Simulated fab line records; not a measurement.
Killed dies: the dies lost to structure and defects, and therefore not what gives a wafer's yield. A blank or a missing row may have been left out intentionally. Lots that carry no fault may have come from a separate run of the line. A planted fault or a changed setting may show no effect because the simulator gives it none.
The tool behind it: which one?    flow gf180mcu    6 lots, 18 wafers sampled, at 2 steps of a route of 602

## WHAT THE GAUGES READ, wafer by wafer
GF_HV_LDD_CD_MEAS_19: target cd 400 nm.
lot   measured      on        cdNm (nm)
L767  day 11 12:03  cdSem-02  400.9 402.4 399.9
L771  day 12 09:27  cdSem-01  400.8 400.3 398.1
L780  day 15 08:16  cdSem-01  405.0 404.5 403.9
L782  day 15 17:07  cdSem-01  396.0 394.5 395.5
L784  day 16 22:02  cdSem-01  400.9 401.0 400.5
L787  day 17 15:10  cdSem-02  400.7 398.7 400.3

## WHAT TOOL EACH LOT RAN ON (gives the tool, then ch and the chambers of the sampled wafers, and finally the start)
lot   GF_HV_LDD_EXPOSE_16
L767  ilineStepper-01 ch 0, day 11 03:25
L771  ilineStepper-02 ch 0, day 11 23:48
L780  ilineStepper-01 ch 0, day 14 21:22
L782  ilineStepper-02 ch 0, day 15 06:40
L784  ilineStepper-02 ch 0, day 16 11:08
L787  ilineStepper-02 ch 0, day 17 03:49
- GF_HV_LDD_EXPOSE_16: exposes mask Pplus LV AREA, target cd 400 nm.

## THE ANSWER, worked out from the rows above alone
Rule: the usual values come from the lots themselves. The widest of any qualifying gaps counts: lots, ordered by their means at a reading, are off when they make up no more than a third of the lots, leave a main group of 4 or more, and stand apart from it by 3 or more times the standard deviation of that group's means. If all means in a main group match to the digits the tables above print for the reading, that group is not used. A lot without any number at a reading at which 4 lots or more have one is off too. Where the step has rows for the other lots, those lots are counted as sound.
Nothing can be told from this: no lot is off at any reading shown.

## WHAT THE SIMULATOR PUT IN
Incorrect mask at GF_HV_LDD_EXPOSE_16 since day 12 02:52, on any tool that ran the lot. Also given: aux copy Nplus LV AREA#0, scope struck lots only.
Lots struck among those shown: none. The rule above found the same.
